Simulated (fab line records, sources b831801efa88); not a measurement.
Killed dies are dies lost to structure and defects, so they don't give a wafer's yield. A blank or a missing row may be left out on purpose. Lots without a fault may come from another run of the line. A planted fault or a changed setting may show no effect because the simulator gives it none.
Which tool did it? | flow sky130 | 14 lots, 42 wafers sampled, at 2 steps of a route of 708

WHAT THE GAUGES READ, wafer by wafer
SKY_FIELD_ISO_THK_MEAS_04. Usual: FIELD_ISO_CVD_03_THK 164.6 nm, standard deviation 1.4.
lot  | measured    | on            | FIELD_ISO_CVD_03_THK (nm) | flag
L562 | day 1 14:08 | film_metro-01 | 166.1 165.3 165.1         |
L564 | day 1 23:57 | film_metro-03 | 162.5 162.1 163.9         |
L568 | day 2 20:48 | film_metro-01 | 163.0 162.2 161.8         |
L569 | day 3 01:26 | film_metro-03 | 164.8 164.4 165.4         |
L575 | day 4 07:37 | film_metro-03 | 165.2 165.1 165.2         |
L577 | day 4 16:55 | film_metro-04 | 164.3 165.2 164.9         |
L578 | day 4 21:29 | film_metro-03 | 163.2 163.5 163.0         |
L579 | day 5 02:29 | film_metro-03 | 165.0 164.0 166.1         |
L580 | day 8 19:36 | film_metro-03 | 162.2 162.1 163.5         |
L581 | day 8 19:36 | film_metro-01 | 167.1 166.0 167.2         |
L582 | day 8 19:36 | film_metro-04 | 164.0 163.4 164.7         |
L583 | day 8 19:40 | film_metro-03 | 166.5 167.2 167.0         |
L584 | day 8 19:40 | film_metro-01 | 167.3 165.3 166.0         |
L585 | day 8 19:40 | film_metro-04 | 163.7 166.2 166.3         |

SKY_NWELL_THK_MEAS_02. Usual: NWELL_OXIDATION_THK 9.97 nm, standard deviation 0.18.
lot  | measured     | on            | NWELL_OXIDATION_THK (nm) | flag
L562 | day 2 12:59  | film_metro-02 | 9.95 10.10 9.79          |
L564 | day 2 22:04  | film_metro-03 | 9.87 9.83 9.75           |
L568 | day 3 21:37  | film_metro-01 | 9.84 9.82 9.90           |
L569 | day 4 03:32  | film_metro-03 | 9.81 9.90 9.95           |
L575 | day 5 09:46  | film_metro-01 | 9.64 9.62 9.63           |
L577 | day 5 18:34  | film_metro-02 | 10.07 10.11 10.25        |
L578 | day 5 22:58  | film_metro-02 | 10.20 10.20 10.23        |
L579 | day 6 02:31  | film_metro-03 | 10.14 10.11 9.91         |
L580 | day 10 12:26 | film_metro-02 | 9.99 10.04 9.90          |
L581 | day 10 12:26 | film_metro-03 | 9.70 9.67 9.68           |
L582 | day 10 12:26 | film_metro-01 | 9.83 9.88 9.72           |
L583 | day 10 12:30 | film_metro-02 | 10.17 10.12 10.16        |
L584 | day 10 12:30 | film_metro-01 | 9.73 9.73 9.74           |
L585 | day 10 12:30 | film_metro-03 | 9.98 9.81 9.90           |

WHICH TOOL RAN EACH LOT (tool, then ch and the chambers of the sampled wafers, then the start)
The record holds no process step before these readings.

WHAT THE TOOLS THEMSELVES READ (means of the sampled wafers that have a number; where no wafer has one, the mark that the record gives instead)
The record holds no such reading with a usual standard deviation.

THE ANSWER, worked out from the rows above alone
Rule: a lot is off if the mean of its wafers that have a number lies more than 3 standard deviations from the usual mean. A lot without any number at a reading at which 4 lots or more have one is off too. The other lots that the step has rows for count as sound. The gauges are gone through in route order, then the tools' own readings, and for those a lot's mean is taken as printed above. The first step at which some lot is off is used, and at that step the reading that is off furthest; a lot without a number counts as furthest.
No lot is off at any reading shown: from this, nothing can be told.

WHAT THE SIMULATOR HAD PUT IN
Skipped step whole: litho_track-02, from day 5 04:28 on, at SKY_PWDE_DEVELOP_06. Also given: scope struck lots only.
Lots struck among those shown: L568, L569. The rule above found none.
